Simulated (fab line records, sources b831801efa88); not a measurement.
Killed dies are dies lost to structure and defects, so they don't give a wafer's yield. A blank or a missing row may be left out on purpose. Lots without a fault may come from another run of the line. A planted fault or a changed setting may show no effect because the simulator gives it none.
A struck lot beside a sound one | flow gf180mcu | 16 steps out of a route of 602
Sound: wafers L434.1, L434.2, L434.4. Struck: wafers L443.1, L443.3, L443.6. The cause comes at the end.
At each step with rows: each side's tool, then ch and its chambers, then its first start. Under that, the readings that differ: sound wafers | struck wafers | difference of the means | sigmas: that difference in standard deviations of wafers without a fault.
alike: readings whose means differ by less than 2 such deviations, and words and numbers that are the same on both sides. not compared: withheld readings, readings that some wafer has no value for, bounds like >300 that may hide the same value, and numbers for which the record gives no deviation and whose values overlap.
The two part at a step that has a row with sigmas, a row that says differs or no value, or rows on one side only. Numbers that don't overlap but have no deviation are shown without sigmas and don't part them. A reading that every wafer of one side lacks parts them only if that side has two wafers or more.

first, 3 steps without rows for these wafers: GF_V3_EXPOSE_11 (exposes mask Via3, target cd 260 nm); GF_V3_PEB_12 (peb time 90 s); GF_V3_DEVELOP_13 (develop time 60 s).
GF_V3_CD_MEAS_14: target cd 260 nm.
  sound on cd_sem-02, day 24 06:57; struck on cd_sem-01, day 27 05:00
  alike: cd_nm
GF_V3_OVL_MEAS_15:
  sound on overlay-02, day 24 07:04; struck on overlay-02, day 27 05:07
  alike: V3_OVL
GF_V3_ETCH_16: etches BARC in N2/H2.
  sound on rie_diel-01 ch 0,2,3, day 24 07:07; struck on rie_diel-01 ch 0,2, day 27 05:10
  alike: drypump_motor_current_A, oes_product_au, throttle_valve_pct
GF_V3_ETCH_17: etches SiO2 in C4F8/O2/Ar, stops on TiN, target depth 635 nm.
  sound on rie_diel-01 ch 0,2,3; struck on rie_diel-01 ch 0,2
  alike: oes_product_au
GF_V3_STRIP_18: strips in O2/N2.
  sound on plasma_asher-01 ch 0,1, day 24 07:14; struck on plasma_asher-01 ch 1, day 27 05:17
  alike: drypump_motor_current_A, heater_power_w, oes_product_au
  not compared: rf_hours_counter_h
then, 2 steps without rows for these wafers: GF_V3_STRIP_19 (strips in post etch residue remover, time 1200 s); GF_V3_CLEAN_20 (cleans in DIW).
GF_V3_SPUTTER_21: material Ti, target thk 15 nm, time 80.02 s.
  sound on pvd_sputter-01, day 24 07:46; struck on pvd_sputter-04, day 27 05:51
  alike: substrate_temp_c, throttle_valve_pct
GF_V3_SPUTTER_22: material TiN, target thk 10 nm, time 40 s.
  sound on pvd_sputter-01, day 24 07:50; struck on pvd_sputter-04, day 27 05:55
  alike: throttle_valve_pct
GF_V3_CVD_23: deposits W, target thk 350 nm, time 104.9 s.
  sound on cvd_w-01 ch 0,1, day 24 07:52; struck on cvd_w-01 ch 0, day 27 05:57
  reading                          | sound             | struck            | difference | sigmas
  chamber_pressure_Torr (Torr)     | 39.94 39.94 39.96 | 37.70 37.80 37.83 | -2.17      | -26
  model.W_of_V3_CVD_23.thk_nm (nm) | 350.1 355.4 347.9 | 344.8 347.5 343.3 | -5.9       |
  alike: heater_power_w
GF_V3_RS_MEAS_24: measures by four-point-probe.
  sound on film_metro-03, day 24 07:59; struck on film_metro-02, day 27 06:04
  alike: V3_W_RS
GF_V3_THK_MEAS_25: measures by xrf.
  sound on film_metro-03, day 24 08:06; struck on film_metro-02, day 27 06:11
  alike: V3_W_THK
then, 1 step without rows for these wafers: GF_PASSIVATION_PROBE_99.

WHERE THEY PART
Only at GF_V3_CVD_23, within this record. Later steps at which nothing parts them and some readings are alike: GF_V3_RS_MEAS_24, GF_V3_THK_MEAS_25.

WHY: what the simulator had put in
Process parameter drift: cvd_w-01, from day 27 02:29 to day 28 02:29, at GF_V3_CVD_23. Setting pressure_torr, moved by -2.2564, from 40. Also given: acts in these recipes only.
